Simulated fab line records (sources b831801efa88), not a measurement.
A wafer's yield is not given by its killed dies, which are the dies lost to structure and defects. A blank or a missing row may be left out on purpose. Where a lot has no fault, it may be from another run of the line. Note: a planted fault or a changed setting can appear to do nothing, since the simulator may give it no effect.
Matching of chambers    flow sky130    4 sister chambers for SKY_CONTACT_CMP_27 on cmp-02
The step polishes, stops on SiO2, t overpolish 15 s, target thk 0 nm. 14 wafers are shown with their chamber, then 7 later ones without.

WAFERS WITH THEIR CHAMBER
wafer   chamber  motor current A (A)  overpolish run s (s)  slurry filter dp kPa (kPa)
L550.2  1        11.0                 14.997                13.45
L550.4  0        10.4                 15.008                13.53
L550.6  2        10.9                 14.997                13.34
L551.1  3        11.4                 15.021                13.71
L551.5  1        10.6                 15.004                13.41
L551.6  2        10.5                 14.971                13.54
L553.1  3        10.6                 14.986                13.50
L553.2  0        10.4                 15.016                13.57
L553.5  1        11.5                 14.985                13.66
L566.2  3        11.1                 14.991                13.37
L566.5  3        10.7                 14.978                13.30
L566.6  2        10.7                 14.989                13.34
L567.1  1        11.3                 14.993                13.36
L567.4  0        10.1                 14.998                13.49

SIGNATURES (means of the wafers above)
reading               chamber 0  chamber 1  chamber 2  chamber 3  scatter within a chamber
motor current A       10.300     11.100     10.700     10.950     0.318
overpolish run s      15.00733   14.99475   14.98567   14.99400   0.0133
slurry filter dp kPa  13.5300    13.4700    13.4067    13.4700    0.134
Rule: for a wafer and a chamber, the distance is found by dividing, reading by reading, the gap between the wafer's reading and the chamber's mean by the reading's scatter, squaring, summing and taking the root. If the next closest chamber is less than 2 further off than the closest, the wafer can't be placed; otherwise it belongs to the closest. The scatter is the square root of a quotient: the sum, over the shown wafers, of each reading's squared deviation from its chamber's mean, divided by wafers minus chambers.

WAFERS WHOSE CHAMBER IS MISSING
wafer   motor current A (A)  overpolish run s (s)  slurry filter dp kPa (kPa)
L567.6  10.7                 14.996                13.36
L568.1  10.9                 14.995                13.41
L568.2  11.5                 14.995                13.45
L568.5  10.4                 15.006                13.62
L569.2  10.1                 14.995                13.49
L569.4  10.4                 14.994                13.20
L569.5  10.1                 15.010                13.61

CHAMBER TAKEN BY EACH
wafer   from the rows above                in truth
L567.6  can't be placed: 2 or 3 or 1 or 0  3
L568.1  can't be placed: 3 or 1 or 2 or 0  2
L568.2  can't be placed: 1 or 3 or 2       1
L568.5  can't be placed: 0 or 3 or 2 or 1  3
L569.2  can't be placed: 0 or 2 or 3 or 1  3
L569.4  can't be placed: 2 or 3 or 0 or 1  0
L569.5  0                                  0
Correct placement for 1 of the 7. From these rows, 6 cannot be placed; in 6 the true chamber is one of the candidates. 0 placed wrongly.
